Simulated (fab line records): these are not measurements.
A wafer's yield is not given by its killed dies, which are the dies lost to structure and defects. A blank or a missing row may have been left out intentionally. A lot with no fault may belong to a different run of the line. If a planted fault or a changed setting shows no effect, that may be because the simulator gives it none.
Comparing a struck lot with a sound one | flow sky130 | 15 steps out of a route of 708
Sound: wafers L901.4, L901.5, L901.6. Wafers L915.3, L915.4, L915.5 were the ones struck. The cause is given at the end.
Each step with rows lists, per side, the tool, then ch with its chambers, then its first start. Under that, the readings that differ: sound wafers | struck wafers | difference of the means | sigmas: that difference in standard deviations of wafers without a fault.
alike: readings whose means differ by less than 2 such deviations, and words and numbers that are the same on both sides. not compared: withheld readings, readings that some wafer has no value for, bounds like >300 that may hide the same value, and numbers for which the record gives no deviation and whose values overlap.
The two part at a step that has a row with sigmas, a row that says differs or no value, or rows on one side only. When numbers do not overlap yet have no deviation, they are printed without sigmas and do not part them. Lack of a reading on every wafer of one side parts them only where that side has two or more wafers.

first, 1 step without rows for these wafers: SKY_FIELD_ISO_CVD_03 (deposits Si3N4 from DCS/NH3, target thk 165 nm, time 2830 s).
SKY_FIELD_ISO_THK_MEAS_04:
  sound: film-metro-02 at day 3 01:43; struck: film-metro-03 at day 5 23:27
  alike: FIELD_ISO_CVD_03_THK
then, 8 steps without rows for these wafers: SKY_FIELD_ISO_DEHYDRATE_05 (time 60 s); SKY_FIELD_ISO_HMDS_06 (prime time 57.78 s); SKY_FIELD_ISO_COAT_07 (resist thk 60 nm); SKY_FIELD_ISO_COAT_08 (resist thk 450 nm); SKY_FIELD_ISO_SOFTBAKE_09 (time 90 s); SKY_FIELD_ISO_EXPOSE_10 (exposes mask FOM, target cd 150 nm); SKY_FIELD_ISO_PEB_11; SKY_FIELD_ISO_DEVELOP_12 (develop time 60 s).
SKY_FIELD_ISO_CD_MEAS_13 targets a cd of 150 nm.
  sound: cd-sem-01 at day 3 17:14; struck: cd-sem-01 at day 6 18:53
  reading    | sound             | struck            | difference | sigmas
  cd-nm (nm) | 147.2 147.6 147.6 | 153.0 152.5 150.6 | +4.6       | +3
SKY_FIELD_ISO_ETCH_14: etches BARC in N2/H2, stops on SiO2, time 45.9 s, target depth 60 nm.
  sound on rie-diel-03 ch 2,3, day 3 17:18; struck on rie-diel-03 ch 0,1, day 6 18:58
  alike: bias-w, drypump-motor-current-A, h2-flow-sccm, oes-product-au, throttle-valve-pct
  not compared: rf-hours-counter-h
SKY_FIELD_ISO_ETCH_15: etches the open film in CHF3/O2, stops on Si, target depth 180 nm, time 72 s.
  sound on rie-diel-03 ch 2,3, day 3 17:20; struck on rie-diel-03 ch 0,1, day 6 19:00
  reading                                          | sound             | struck            | difference | sigmas
  bias-w (W)                                       | 199.8 200.8 200.6 | 182.8 182.9 182.7 | -17.6      | -33
  model.KrF-thick_of_FIELD_ISO_COAT_08.thk-nm (nm) | 235.6 237.2 237.6 | 240 243.2 239.9   | +4         |
  alike: drypump-motor-current-A, oes-product-au, throttle-valve-pct
  not compared: rf-hours-counter-h
SKY_FIELD_ISO_STRIP_16: strips in O2/N2.
  sound on plasma-asher-02 ch 0,1, day 3 17:26; struck on plasma-asher-01 ch 0,1, day 6 19:05
  reading                      | sound             | struck            | difference | sigmas
  strip-time-to-endpoint-s (s) | 3.539 3.564 3.559 | 3.592 3.633 3.592 | +0.052     | +2
  alike: drypump-motor-current-A, oes-product-au
  not compared: rf-hours-counter-h
-- here the record skips 44 days between the struck wafers' starts before and after, leaving off in module FIELD_ISO and picking up in module PAD_OPEN (first step shown: number 708 of the route) --
SKY_PAD_OPEN_PROBE_99:
  sound: prober-02 at day 47 12:11; struck: prober-01 at day 50 23:46
  reading            | sound      | struck   | difference | sigmas
  killed-at-contacts | 42 38 20   | 21 22 14 | -14        | -3
  killed-dies        | 103 101 87 | 82 84 66 | -20        | -2
  alike: killed_at_M0_to_M3, killed_at_M4_up, killed-at-front-end, killed-at-other, killed-on-rim, killed-open, killed-short

WHERE THEY PART
First at SKY_FIELD_ISO_CD_MEAS_13; last, within this record, at SKY_PAD_OPEN_PROBE_99.

WHY: whatever the simulator had introduced
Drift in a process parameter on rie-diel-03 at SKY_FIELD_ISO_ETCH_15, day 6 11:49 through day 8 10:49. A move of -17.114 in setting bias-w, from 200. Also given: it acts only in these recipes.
